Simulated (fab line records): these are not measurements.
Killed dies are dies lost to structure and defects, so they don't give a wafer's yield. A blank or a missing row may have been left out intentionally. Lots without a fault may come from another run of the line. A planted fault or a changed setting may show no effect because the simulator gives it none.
Comparing a struck lot with a sound one -- flow sky130 -- 15 out of 708 route steps
Sound: these wafers, L202.1, L202.5, L202.6. Struck: wafers L208.1, L208.2, L208.3. The cause is given at the end.
For every step that has rows: the tool of each side, followed by ch and its chambers, followed by its first start. Under that, the readings that differ: sound wafers -- struck wafers -- difference of the means -- sigmas: that difference in standard deviations of wafers without a fault.
alike: words and numbers the same on both sides, and readings whose means are apart by under 2 such deviations; not compared: readings that were withheld, readings missing a value for some wafer, numbers with overlapping values and no deviation given by the record, and bounds like >300 which may hide the same value.
A row with sigmas, a row that says differs or no value, or rows on one side alone: a step with any of these is where the two part. When numbers do not overlap yet have no deviation, they are printed without sigmas and do not part them. A reading that every wafer of one side lacks parts them only if that side has two wafers or more.

SKY_CONTACT_THK_MEAS_01:
  sound: film_metro-04 at day 32 07:48; struck: film_metro-04 at day 34 04:17
  alike: CONTACT_CVD_00_THK
then, 1 step without rows for these wafers: SKY_CONTACT_HDPCVD_02 (deposits SiO2, target thk 565 nm, time 94.2 s).
SKY_CONTACT_THK_MEAS_03:
  sound: film_metro-03 at day 32 07:56; struck: film_metro-01 at day 34 04:25
  alike: CONTACT_HDPCVD_THK
SKY_CONTACT_CMP_04: polishes SiO2.
  sound on cmp-02 ch 0,1, day 32 08:02; struck on cmp-02 ch 0,1,2, day 34 04:29
  alike: motor_current_A, time_to_endpoint_s
SKY_CONTACT_BOW_MEAS_05:
  sound: film_metro-01 at day 32 08:17; struck: film_metro-04 at day 34 04:47
  alike: CONTACT_BOW
then, 7 steps without rows for these wafers: SKY_CONTACT_DEHYDRATE_06 (time 60 s); SKY_CONTACT_HMDS_07 (prime time 60 s); SKY_CONTACT_COAT_08 (resist thk 60 nm); SKY_CONTACT_COAT_09 (resist thk 450 nm); SKY_CONTACT_SOFTBAKE_10 (time 90 s); SKY_CONTACT_EXPOSE_11 (exposes mask CTM1, target cd 170 nm); SKY_CONTACT_PEB_12.
SKY_CONTACT_DEVELOP_13: develop time 60 s.
  sound on litho_track-01 ch 0, day 33 10:00; struck on litho_track-01 ch 0, day 35 04:00
reading,sound,struck,difference,sigmas
developer_temp_C (C),20.98 20.97 20.92,21.67 21.67 21.42,+0.63,+6
SKY_CONTACT_CD_MEAS_14 targets a cd of 170 nm.
  sound: cd_sem-01 at day 33 11:08; struck: cd_sem-02 at day 35 04:11
  alike: cd_nm
-- the record jumps here: 13 days lie between the struck wafers' starts before and after (it left off in module CONTACT and takes up again in module PAD_OPEN, whose first step shown is number 708 of the route) --
SKY_PAD_OPEN_PROBE_99:
  sound: prober-01 at day 47 02:55; struck: prober-02 at day 48 08:19
  alike: killed_at_M0_to_M3, killed_at_M4_up, killed_at_contacts, killed_at_front_end, killed_at_other, killed_dies, killed_on_rim, killed_open, killed_short

== WHERE THEY PART ==
SKY_CONTACT_DEVELOP_13 only, going by this record. Later steps at which nothing parts them and some readings are alike: SKY_CONTACT_CD_MEAS_14, SKY_PAD_OPEN_PROBE_99.

WHY: whatever the simulator had introduced
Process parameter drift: litho_track-01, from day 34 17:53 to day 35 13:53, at SKY_CONTACT_DEVELOP_13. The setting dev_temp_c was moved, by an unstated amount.
